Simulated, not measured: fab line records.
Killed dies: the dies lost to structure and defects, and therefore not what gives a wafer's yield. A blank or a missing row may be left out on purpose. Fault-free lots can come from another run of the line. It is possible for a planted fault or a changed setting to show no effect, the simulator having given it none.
The tool behind it: which one? :: flow sky130 :: 7 lots with 21 wafers sampled at 2 steps, on a route of 708 steps

## WHAT THE GAUGES SHOWED, per wafer
SKY_VT_ADJUST_HVTP_TW_MEAS_11.
lot: L605
measured: day 6 11:54
on: film metro-02
VT_ADJUST_HVTP_TW: 1358 1350 1346

lot: L608
measured: day 7 14:16
on: film metro-01
VT_ADJUST_HVTP_TW: 1362 1367 1366

lot: L610
measured: day 7 18:20
on: film metro-02
VT_ADJUST_HVTP_TW: 1362 1348 1355

lot: L612
measured: day 8 09:01
on: film metro-01
VT_ADJUST_HVTP_TW: 1357 1365 1356

lot: L615
measured: day 8 23:52
on: film metro-03
VT_ADJUST_HVTP_TW: 1362 1353 1359

lot: L617
measured: day 9 19:15
on: film metro-01
VT_ADJUST_HVTP_TW: 1358 1359 1364

lot: L619
measured: day 10 03:56
on: film metro-02
VT_ADJUST_HVTP_TW: 1399 1397 1402

## WHAT TOOL EACH LOT RAN ON (gives the tool, then ch and the chambers of the sampled wafers, and finally the start)
lot: L605
SKY_VT_ADJUST_HVTP_IMPLANT_09: implanter-03 ch 0, day 6 11:39

lot: L608
SKY_VT_ADJUST_HVTP_IMPLANT_09: implanter-04 ch 0, day 7 14:02

lot: L610
SKY_VT_ADJUST_HVTP_IMPLANT_09: implanter-03 ch 0, day 7 18:05

lot: L612
SKY_VT_ADJUST_HVTP_IMPLANT_09: implanter-03 ch 0, day 8 08:48

lot: L615
SKY_VT_ADJUST_HVTP_IMPLANT_09: implanter-04 ch 0, day 8 23:38

lot: L617
SKY_VT_ADJUST_HVTP_IMPLANT_09: implanter-01 ch 0, day 9 19:00

lot: L619
SKY_VT_ADJUST_HVTP_IMPLANT_09: implanter-01 ch 0, day 10 03:41
- SKY_VT_ADJUST_HVTP_IMPLANT_09

## THE ANSWER, worked out from the rows above alone
Rule: the usual values come from the lots themselves. Put in order of their means at a reading, lots are off if they are a third of the lots or fewer, leave a main group of 4 or more, and stand apart from it by a gap of 3 or more times the standard deviation of the main group's means; of several such gaps the widest counts. Not used: any main group whose means are identical at the precision the tables above print for the reading. A lot without any number at a reading at which 4 lots or more have one is off too. Where the step has rows for the other lots, those lots are counted as sound.
Off: L619, seen at SKY_VT_ADJUST_HVTP_TW_MEAS_11 (VT_ADJUST_HVTP_TW). The main group: mean 1358, standard deviation 4.3.
A tool fits if, at a process step before that reading, it ran every lot that is off, and no sound lot after the first of them. The gauges at SKY_VT_ADJUST_HVTP_TW_MEAS_11 are tried like those tools. This does not decide it: 2 tools fit, namely implanter-01 at SKY_VT_ADJUST_HVTP_IMPLANT_09 and film metro-02 at SKY_VT_ADJUST_HVTP_TW_MEAS_11.

## WHAT THE SIMULATOR PUT IN
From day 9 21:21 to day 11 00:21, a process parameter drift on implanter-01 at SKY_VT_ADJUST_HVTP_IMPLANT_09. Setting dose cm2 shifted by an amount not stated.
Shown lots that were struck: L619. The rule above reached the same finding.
